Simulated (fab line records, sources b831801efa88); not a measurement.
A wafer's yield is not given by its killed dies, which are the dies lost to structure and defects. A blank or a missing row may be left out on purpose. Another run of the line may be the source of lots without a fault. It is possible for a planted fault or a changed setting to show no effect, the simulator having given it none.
A struck lot beside a sound one	flow sky130	28 out of 708 route steps
Sound: these wafers, L141.2, L141.4, L141.6. Struck: wafers L153.2, L153.4. (L153.6 of the same lot was not struck and is left out.) The cause comes at the end.
Order at every step that has rows: each side's tool, ch and its chambers, its first start. Under that, the readings that differ: sound wafers	struck wafers	difference of the means	sigmas: that difference in standard deviations of wafers without a fault.
alike: readings with means less than 2 such deviations apart, plus words and numbers identical on both sides. not compared: withheld readings, readings lacking a value on some wafer, bounds such as >300 that could conceal the same value, and numbers that have no deviation in the record and whose values overlap.
The two part at a step that has a row with sigmas, a row that says differs or no value, or rows on one side only. Numbers that don't overlap but have no deviation are shown without sigmas and don't part them. A reading that every wafer of one side lacks parts them only if that side has two wafers or more.

SKY_VIA4_ETCH_12: etches SiO2 in C4F8/O2/Ar, stops on TiN, target depth 580 nm.
  sound on rieDiel-04 ch 0,1,3, day 42 04:02; struck on rieDiel-03 ch 1,2, day 45 12:53
  alike: oesProductAu
SKY_VIA4_STRIP_13: strips in O2/N2.
  sound on plasmaAsher-04 ch 0, day 42 04:06; struck on plasmaAsher-03 ch 1, day 45 12:57
  alike: drypumpMotorCurrentA, n2FlowSccm, oesProductAu, stripTimeToEndpointS
  not compared: rfHoursCounterH
then, 3 steps without rows for these wafers: SKY_VIA4_STRIP_14 (strips in post etch residue remover, time 1200 s); SKY_VIA4_CLEAN_15 (cleans in IPA, time 180 s); SKY_VIA4_CLEAN_16 (cleans in O3/DIW).
SKY_VIA4_SPUTTER_17: material TiN, target thk 20 nm, time 80 s.
  struck on pvdSputter-04, day 45 13:35; sound on pvdSputter-04, day 42 04:41
  alike: throttleValvePct
then, 1 step without rows for these wafers: SKY_VIA4_CVD_18 (deposits W, target thk 505 nm, time 152.14 s).
SKY_VIA4_RS_MEAS_19: the measuring method here is four-point-probe.
  struck on filmMetro-04, day 45 13:49; sound on filmMetro-04, day 42 04:55
  alike: VIA4_W_RS
SKY_VIA4_THK_MEAS_20: measures by xrf.
  struck on filmMetro-04, day 45 13:55; sound on filmMetro-04, day 42 05:02
  alike: VIA4_W_THK
then, 1 step without rows for these wafers: SKY_VIA4_CMP_21 (polishes, stops on SiO2, t overpolish 25 s, target thk 0 nm).
SKY_METAL5_SPUTTER_00: material Ti, target thk 15 nm, time 10 s.
  struck on pvdSputter-02, day 45 14:16; sound on pvdSputter-03, day 42 05:33
  alike: throttleValvePct
then, 1 step without rows for these wafers: SKY_METAL5_SPUTTER_01 (material TiN, target thk 20 nm, time 16.7 s).
SKY_METAL5_SPUTTER_02: material AlCu, target thk 1150 nm, time 61.2 s.
  struck on pvdSputter-02, day 45 14:19; sound on pvdSputter-03, day 42 05:36
reading	sound	struck	difference	sigmas
model.AlCu_of_METAL5_SPUTTER_02.thkNm (nm)	1124 1134 1130	735.4 741	-391.1	
  alike: throttleValvePct
then, 2 steps without rows for these wafers: SKY_METAL5_SPUTTER_03 (material Ti, target thk 5 nm, time 3.3 s); SKY_METAL5_SPUTTER_04 (material TiN, target thk 70 nm, time 58.3 s).
SKY_METAL5_RS_MEAS_05: the measuring method here is four-point-probe.
  struck on filmMetro-04, day 45 14:28; sound on filmMetro-04, day 42 05:44
reading	sound	struck	difference	sigmas
METAL5_ALCU_RS (ohm/sq)	0.02758 0.02746 0.02751	0.04231 0.04202	+0.01465	+52
SKY_METAL5_THK_MEAS_06: measures by xrf.
  struck on filmMetro-04, day 45 14:34; sound on filmMetro-04, day 42 05:51
reading	sound	struck	difference	sigmas
METAL5_ALCU_THK (nm)	1112 1119 1116	726 733	-386	-39
then, 7 steps without rows for these wafers: SKY_METAL5_DEHYDRATE_07 (time 60 s); SKY_METAL5_HMDS_08 (prime time 60 s); SKY_METAL5_COAT_09 (resist thk 1800 nm); SKY_METAL5_SOFTBAKE_10 (time 60 s); SKY_METAL5_EXPOSE_11 (exposes mask MM5, target cd 1600 nm); SKY_METAL5_PEB_12; SKY_METAL5_DEVELOP_13 (develop time 60 s).
SKY_METAL5_DESCUM_14: chemistry O2, time 11 s.
  sound on rieMetal-01 ch 0,1, day 43 04:47; struck on rieMetal-02 ch 1, day 46 10:18
  alike: drypumpMotorCurrentA, oesProductAu
  not compared: rfHoursCounterH
SKY_METAL5_METAL_ETCH_15: etches the open film in Cl2/BCl3, stops on SiO2, target depth 1260 nm, time 252 s.
  sound on rieMetal-01 ch 0,1, day 43 04:49; struck on rieMetal-02 ch 1, day 46 10:20
reading	sound	struck	difference	sigmas
oesProductAu (a.u.)	0.891 0.896 0.903	0.735 0.740	-0.159	-30
  alike: drypumpMotorCurrentA, throttleValvePct
  not compared: rfHoursCounterH
then, 1 step without rows for these wafers: SKY_METAL5_STRIP_16 (strips in O2/N2).
SKY_PAD_OPEN_PROBE_99:
  struck on prober-02, day 48 05:10; sound on prober-01, day 45 03:37
reading	sound	struck	difference	sigmas
killedAtContacts	31 27 31	20 14	-13	-3
killedShort	48 49 38	33 30	-14	-2
sort_bin_3_pad_short (%)	1.8 1.4 0.6	0 0.8	-1	-2
sort_bin_5_function (%)	11.6 13.2 10.0	9.6 6.9	-3.3	-2
model.etest.via4Chain.rcOhm	0.7962 0.8076 0.7806	0.855 0.871	+0.068	
model.etest.met5.rsOhmSq	0.02737 0.02762 0.0277	0.04296 0.04252	+0.01518	
model.etest.met5.lineOhmUm	0.01716 0.01724 0.01736	0.02691 0.02669	+0.00955	
  alike: defectLimitedYield, killed_at_M0_to_M3, killed_at_M4_up, killedAtFrontEnd, killedAtOther, killedDies, killedOpen, sort_bin_6_memory, sortNPass, sortYieldPct

## WHERE THEY PART
First at SKY_METAL5_RS_MEAS_05; last, within this record, at SKY_PAD_OPEN_PROBE_99.

WHY: what had been put in by the simulator
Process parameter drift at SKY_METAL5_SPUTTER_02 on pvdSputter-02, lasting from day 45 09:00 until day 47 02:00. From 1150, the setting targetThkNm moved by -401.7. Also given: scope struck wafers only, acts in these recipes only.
